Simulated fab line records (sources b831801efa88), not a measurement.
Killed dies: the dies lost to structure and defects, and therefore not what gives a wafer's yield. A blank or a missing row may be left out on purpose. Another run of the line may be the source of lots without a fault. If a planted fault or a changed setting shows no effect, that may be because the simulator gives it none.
The tool behind it: which one? | flow sky130 | Sampling: 14 lots, 42 wafers, 3 of 708 route steps

== WHAT EACH GAUGE READ, for each wafer ==
SKY_VT_ADJUST_HVTR_CD_MEAS_07: target cd 380 nm.
lot  | measured     | on        | cd_nm (nm)
L649 | day 9 12:42  | cd_sem-02 | 382.6 383.7 385.6
L650 | day 9 18:09  | cd_sem-02 | 382.6 383.9 382.1
L651 | day 10 04:49 | cd_sem-02 | 380.6 381.0 380.0
L652 | day 10 09:27 | cd_sem-01 | 382.6 383.6 382.4
L653 | day 10 11:02 | cd_sem-01 | 378.0 377.4 377.8
L657 | day 11 22:16 | cd_sem-01 | 383.3 383.6 382.7
L664 | day 14 06:52 | cd_sem-02 | 375.8 379.0 377.4
L665 | day 14 13:16 | cd_sem-02 | 378.6 380.1 380.6
L666 | day 14 21:27 | cd_sem-02 | 380.1 379.7 380.0
L668 | day 15 03:57 | cd_sem-02 | 379.1 379.3 383.0
L669 | day 15 13:19 | cd_sem-02 | 380.9 378.4 381.1
L670 | day 15 21:36 | cd_sem-02 | 387.0 383.1 382.6
L671 | day 16 03:12 | cd_sem-01 | 378.5 381.1 381.0
L672 | day 16 16:19 | cd_sem-01 | 375.5 376.8 374.3

SKY_SONOS_TUNNEL_CD_MEAS_07: target cd 410 nm.
lot  | measured     | on        | cd_nm (nm)
L649 | day 11 10:42 | cd_sem-02 | 413.1 411.7 412.7
L650 | day 11 16:46 | cd_sem-01 | 411.4 411.0 410.9
L651 | day 12 04:34 | cd_sem-02 | 407.6 407.5 407.6
L652 | day 12 10:19 | cd_sem-02 | 411.2 412.0 412.0
L653 | day 12 10:26 | cd_sem-01 | 413.2 409.6 409.6
L657 | day 14 00:41 | cd_sem-01 | 410.6 411.5 411.0
L664 | day 16 14:10 | cd_sem-02 | 409.8 409.0 408.5
L665 | day 16 20:29 | cd_sem-01 | 411.7 413.2 411.5
L666 | day 17 05:49 | cd_sem-01 | 411.2 411.6 410.8
L668 | day 17 12:37 | cd_sem-02 | 413.4 413.0 412.1
L669 | day 17 23:16 | cd_sem-02 | 406.1 406.8 406.3
L670 | day 18 07:46 | cd_sem-01 | 412.9 412.5 414.9
L671 | day 18 13:33 | cd_sem-02 | 412.5 412.5 412.1
L672 | day 19 03:50 | cd_sem-01 | 415.3 413.6 415.8

SKY_SONOS_ONO_CD_MEAS_13: target cd 410 nm.
lot  | measured     | on        | cd_nm (nm)
L649 | day 12 18:30 | cd_sem-02 | 412.8 410.6 410.9
L650 | day 12 23:12 | cd_sem-01 | 408.0 407.1 408.9
L651 | day 13 11:28 | cd_sem-02 | 408.9 409.7 410.6
L652 | day 13 18:25 | cd_sem-01 | 415.0 413.1 414.0
L653 | day 13 18:37 | cd_sem-02 | 405.2 407.2 407.7
L657 | day 15 11:28 | cd_sem-01 | 410.5 408.9 410.1
L664 | day 17 23:33 | cd_sem-02 | 409.0 408.8 407.5
L665 | day 18 07:52 | cd_sem-02 | 410.8 410.7 410.4
L666 | day 18 20:33 | cd_sem-02 | 409.7 408.6 410.4
L668 | day 19 02:19 | cd_sem-02 | 406.5 405.6 404.2
L669 | day 19 09:55 | cd_sem-02 | 405.2 406.5 404.1
L670 | day 19 21:22 | cd_sem-01 | 412.5 413.1 414.9
L671 | day 20 01:15 | cd_sem-02 | 411.7 408.8 408.1
L672 | day 20 15:40 | cd_sem-01 | 411.1 414.5 415.6

== WHAT TOOL EACH LOT RAN ON (gives the tool, then ch and the chambers of the sampled wafers, and finally the start) ==
Before these readings, the record contains no process step.

== AS READ BY THE TOOLS THEMSELVES (means over the sampled wafers that have a number; for cases with no such wafer, the mark the record gives instead) ==
The record holds no such reading with a usual standard deviation.

== THE ANSWER, worked out from the rows above alone ==
Rule: the lots themselves supply what counts as usual. The widest of any qualifying gaps counts: lots, ordered by their means at a reading, are off when they make up no more than a third of the lots, leave a main group of 4 or more, and stand apart from it by 3 or more times the standard deviation of that group's means. Not used: any main group whose means are identical at the precision the tables above print for the reading. A lot without any number at a reading at which 4 lots or more have one is off too. All remaining lots with rows at the step are treated as sound. After the gauges, taken in route order, come the tools' own readings; for these a lot's mean is taken, as printed above. At the first step where some lot is off, the reading lying furthest off is the one used; lots without a number count as furthest.
No lot is off at any reading shown: from this, nothing can be told.

== WHAT THE SIMULATOR HAD PUT IN ==
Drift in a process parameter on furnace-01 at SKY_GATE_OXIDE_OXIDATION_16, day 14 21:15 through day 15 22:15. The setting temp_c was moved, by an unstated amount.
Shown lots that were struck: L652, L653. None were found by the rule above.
